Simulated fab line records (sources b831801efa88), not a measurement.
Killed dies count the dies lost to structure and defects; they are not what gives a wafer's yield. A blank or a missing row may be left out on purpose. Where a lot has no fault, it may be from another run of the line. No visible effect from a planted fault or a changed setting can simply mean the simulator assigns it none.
Which tool was responsible? + flow sky130 + Sampling: 13 lots, 39 wafers, 5 of 708 route steps

== WHAT THE GAUGES READ, wafer by wafer ==
SKY_VT_ADJUST_NCORE_TW_MEAS_11. Usual: for VT_ADJUST_NCORE_TW the level is 222.0 and the standard deviation is 1.
| lot  | measured     | on           | VT_ADJUST_NCORE_TW | flag |
|------|--------------|--------------|--------------------|------|
| L432 | day 9 02:07  | filmMetro-01 | 223.5 223.2 223.5  |      |
| L434 | day 9 09:08  | filmMetro-04 | 222.6 221.7 221.3  |      |
| L436 | day 10 02:47 | filmMetro-01 | 30.4 30.4 30.2     | OFF  |
| L437 | day 10 09:52 | filmMetro-02 | 222.5 222.9 223.1  |      |
| L440 | day 11 11:04 | filmMetro-04 | 222.8 221.2 221.5  |      |
| L444 | day 12 07:17 | filmMetro-01 | 220.3 221.1 220.1  |      |
| L445 | day 12 18:23 | filmMetro-01 | 221.1 221.7 220.1  |      |
| L447 | day 13 08:40 | filmMetro-04 | 223.9 223.3 221.9  |      |
| L448 | day 13 11:47 | filmMetro-01 | 221.5 222.0 220.9  |      |
| L450 | day 14 02:25 | filmMetro-01 | 221.7 221.2 220.9  |      |
| L451 | day 14 08:28 | filmMetro-02 | 222.7 222.1 223.3  |      |
| L452 | day 14 15:22 | filmMetro-04 | 221.7 221.5 223.7  |      |
| L454 | day 15 13:18 | filmMetro-04 | 222.5 222.5 222.2  |      |

SKY_CONTACT_THK_MEAS_01. Usual: for CONTACT_CVD_00_THK the level is 74.9 nm and the standard deviation is 0.92.
| lot  | measured     | on           | CONTACT_CVD_00_THK (nm) | flag |
|------|--------------|--------------|-------------------------|------|
| L432 | day 30 19:02 | filmMetro-02 | 73.6 75.7 74.4          |      |
| L434 | day 31 04:37 | filmMetro-02 | 74.3 76.2 74.6          |      |
| L436 | day 32 03:25 | filmMetro-02 | 74.4 74.9 74.3          |      |
| L437 | day 33 02:03 | filmMetro-01 | 74.1 75.0 74.5          |      |
| L440 | day 33 14:20 | filmMetro-02 | 74.7 73.9 74.9          |      |
| L444 | day 34 14:02 | filmMetro-04 | 74.9 75.1 75.7          |      |
| L445 | day 34 21:19 | filmMetro-04 | 75.2 74.8 75.1          |      |
| L447 | day 35 19:39 | filmMetro-04 | 75.2 76.5 75.2          |      |
| L448 | day 35 23:12 | filmMetro-04 | 74.6 75.0 76.9          |      |
| L450 | day 36 09:36 | filmMetro-01 | 74.7 73.3 76.0          |      |
| L451 | day 36 14:42 | filmMetro-01 | 74.8 75.5 76.4          |      |
| L452 | day 36 19:00 | filmMetro-04 | 74.8 74.8 75.7          |      |
| L454 | day 38 14:59 | filmMetro-04 | 73.4 73.8 73.8          |      |

SKY_VIA1_THK_MEAS_23: measures by xrf. Usual: for VIA1_W_THK the level is 269 nm and the standard deviation is 3.1.
| lot  | measured     | on           | VIA1_W_THK (nm) | flag |
|------|--------------|--------------|-----------------|------|
| L432 | day 34 08:46 | filmMetro-03 | 270 271 272     |      |
| L434 | day 34 19:40 | filmMetro-02 | 270 264 267     |      |
| L436 | day 35 16:42 | filmMetro-03 | 267 268 269     |      |
| L437 | day 36 13:52 | filmMetro-02 | 273 267 264     |      |
| L440 | day 37 01:17 | filmMetro-04 | 266 270 271     |      |
| L444 | day 38 00:42 | filmMetro-02 | 273 270 269     |      |
| L445 | day 38 08:14 | filmMetro-03 | 274 272 269     |      |
| L447 | day 39 04:27 | filmMetro-03 | 270 272 269     |      |
| L448 | day 39 08:27 | filmMetro-04 | 268 272 272     |      |
| L450 | day 39 18:26 | filmMetro-04 | 273 271 273     |      |
| L451 | day 39 23:23 | filmMetro-03 | 270 268 271     |      |
| L452 | day 40 04:30 | filmMetro-02 | 268 266 267     |      |
| L454 | day 42 05:48 | filmMetro-02 | 264 268 264     |      |

== WHAT TOOL EACH LOT RAN ON (gives the tool, then ch and the chambers of the sampled wafers, and finally the start) ==
| lot  | SKY_VT_ADJUST_LVTN_STRIP_20         | SKY_VT_ADJUST_NCORE_STRIP_10        |
|------|-------------------------------------|-------------------------------------|
| L432 | plasmaAsher-01 ch 0,1, day 8 05:11  | plasmaAsher-01 ch 0,1, day 9 02:01  |
| L434 | plasmaAsher-01 ch 0,1, day 8 12:46  | plasmaAsher-02 ch 0,1, day 9 09:02  |
| L436 | plasmaAsher-03 ch 0,1, day 9 06:59  | plasmaAsher-02 ch 0,1, day 10 02:41 |
| L437 | plasmaAsher-02 ch 0,1, day 9 12:40  | plasmaAsher-02 ch 0,1, day 10 09:47 |
| L440 | plasmaAsher-02 ch 0,1, day 10 11:25 | plasmaAsher-04 ch 0,1, day 11 10:58 |
| L444 | plasmaAsher-02 ch 0,1, day 11 05:38 | plasmaAsher-04 ch 0,1, day 12 07:11 |
| L445 | plasmaAsher-01 ch 0,1, day 11 17:16 | plasmaAsher-02 ch 0, day 12 18:17   |
| L447 | plasmaAsher-03 ch 0,1, day 12 06:46 | plasmaAsher-01 ch 0,1, day 13 08:34 |
| L448 | plasmaAsher-03 ch 0, day 12 09:32   | plasmaAsher-04 ch 0,1, day 13 11:41 |
| L450 | plasmaAsher-01 ch 0,1, day 13 00:49 | plasmaAsher-01 ch 0,1, day 14 02:19 |
| L451 | plasmaAsher-02 ch 0,1, day 13 07:14 | plasmaAsher-04 ch 0,1, day 14 08:22 |
| L452 | plasmaAsher-02 ch 0,1, day 13 14:26 | plasmaAsher-02 ch 0,1, day 14 15:16 |
| L454 | plasmaAsher-03 ch 0,1, day 14 10:23 | plasmaAsher-01 ch 0, day 15 13:11   |
- SKY_VT_ADJUST_LVTN_STRIP_20: strips in O2/N2.
- SKY_VT_ADJUST_NCORE_STRIP_10: strips in O2/N2.

== WHAT THE TOOLS THEMSELVES READ (means of the sampled wafers that have a number; where no wafer has one, the mark that the record gives instead) ==
SKY_VT_ADJUST_LVTN_STRIP_20. Usual: drypumpMotorCurrentA 6.0 A, standard deviation 0.31; n2FlowSccm 300.0 sccm, standard deviation 0.79; oesProductAu 0.715 a.u., standard deviation 0.0047; stripTimeToEndpointS 14.17 s, standard deviation 0.041.
| lot  | tool           | drypumpMotorCurrentA (A) | n2FlowSccm (sccm) | oesProductAu (a.u.) | stripTimeToEndpointS (s) | flag |
|------|----------------|--------------------------|-------------------|---------------------|--------------------------|------|
| L432 | plasmaAsher-01 | 5.8                      | 298.8             | 0.716               | 14.19                    |      |
| L434 | plasmaAsher-01 | 5.8                      | 301.3             | 0.710               | 14.16                    |      |
| L436 | plasmaAsher-03 | 6.1                      | 299.8             | 0.915               | -                        | OFF  |
| L437 | plasmaAsher-02 | 6.2                      | 300.8             | 0.717               | 14.18                    |      |
| L440 | plasmaAsher-02 | 6.2                      | 300.0             | 0.714               | 14.23                    |      |
| L444 | plasmaAsher-02 | 6.2                      | 299.6             | 0.717               | 14.18                    |      |
| L445 | plasmaAsher-01 | 6.1                      | 300.0             | 0.712               | 14.14                    |      |
| L447 | plasmaAsher-03 | 6.1                      | 299.5             | 0.718               | 14.18                    |      |
| L448 | plasmaAsher-03 | 6.3                      | 300.8             | 0.721               | 14.08                    |      |
| L450 | plasmaAsher-01 | 5.8                      | 299.7             | 0.720               | 14.24                    |      |
| L451 | plasmaAsher-02 | 6.2                      | 300.7             | 0.711               | 14.16                    |      |
| L452 | plasmaAsher-02 | 6.1                      | 299.7             | 0.714               | 14.20                    |      |
| L454 | plasmaAsher-03 | 6.1                      | 300.0             | 0.714               | 14.19                    |      |

SKY_VT_ADJUST_NCORE_STRIP_10. Usual: drypumpMotorCurrentA 5.9 A, standard deviation 0.35; n2FlowSccm 299.9 sccm, standard deviation 0.91; oesProductAu 0.716 a.u., standard deviation 0.0044; stripTimeToEndpointS 14.18 s, standard deviation 0.043.
| lot  | tool           | drypumpMotorCurrentA (A) | n2FlowSccm (sccm) | oesProductAu (a.u.) | stripTimeToEndpointS (s) | flag |
|------|----------------|--------------------------|-------------------|---------------------|--------------------------|------|
| L432 | plasmaAsher-01 | 5.8                      | 299.4             | 0.715               | 14.20                    |      |
| L434 | plasmaAsher-02 | 6.2                      | 300.1             | 0.713               | 14.21                    |      |
| L436 | plasmaAsher-02 | 6.2                      | 299.0             | 0.718               | 24.32                    | OFF  |
| L437 | plasmaAsher-02 | 6.1                      | 299.7             | 0.715               | 14.19                    |      |
| L440 | plasmaAsher-04 | 5.5                      | 301.0             | 0.718               | 14.18                    |      |
| L444 | plasmaAsher-04 | 5.5                      | 299.5             | 0.720               | 14.15                    |      |
| L445 | plasmaAsher-02 | 6.1                      | 300.5             | 0.713               | 14.17                    |      |
| L447 | plasmaAsher-01 | 5.8                      | 299.0             | 0.715               | 14.21                    |      |
| L448 | plasmaAsher-04 | 5.5                      | 300.4             | 0.716               | 14.23                    |      |
| L450 | plasmaAsher-01 | 6.0                      | 299.2             | 0.716               | 14.16                    |      |
| L451 | plasmaAsher-04 | 5.7                      | 300.3             | 0.717               | 14.18                    |      |
| L452 | plasmaAsher-02 | 6.2                      | 300.6             | 0.716               | 14.14                    |      |
| L454 | plasmaAsher-01 | 5.5                      | 300.9             | 0.719               | 14.18                    |      |

== THE ANSWER, worked out from the rows above alone ==
Rule: a lot is off if the mean of its wafers that have a number lies more than 3 standard deviations from the usual mean. Also off: a lot with no number at a reading for which 4 or more lots have one. Where the step has rows for the other lots, those lots are counted as sound. First the gauges in route order, then the tools' own readings, where a lot's mean is used as printed above. At the first step where some lot is off, the reading lying furthest off is the one used; lots without a number count as furthest.
Off: at SKY_VT_ADJUST_NCORE_TW_MEAS_11 (VT_ADJUST_NCORE_TW), L436.
A tool fits if, at a process step before that reading, it ran every lot that is off, and no sound lot after the first of them. The gauges at SKY_VT_ADJUST_NCORE_TW_MEAS_11 aren't tried: what is off there is off at SKY_VT_ADJUST_LVTN_STRIP_20 too, on other tools, and a gauge's error can't cause that. No candidate that was tried fits.

== WHAT WAS PUT IN BY THE SIMULATOR ==
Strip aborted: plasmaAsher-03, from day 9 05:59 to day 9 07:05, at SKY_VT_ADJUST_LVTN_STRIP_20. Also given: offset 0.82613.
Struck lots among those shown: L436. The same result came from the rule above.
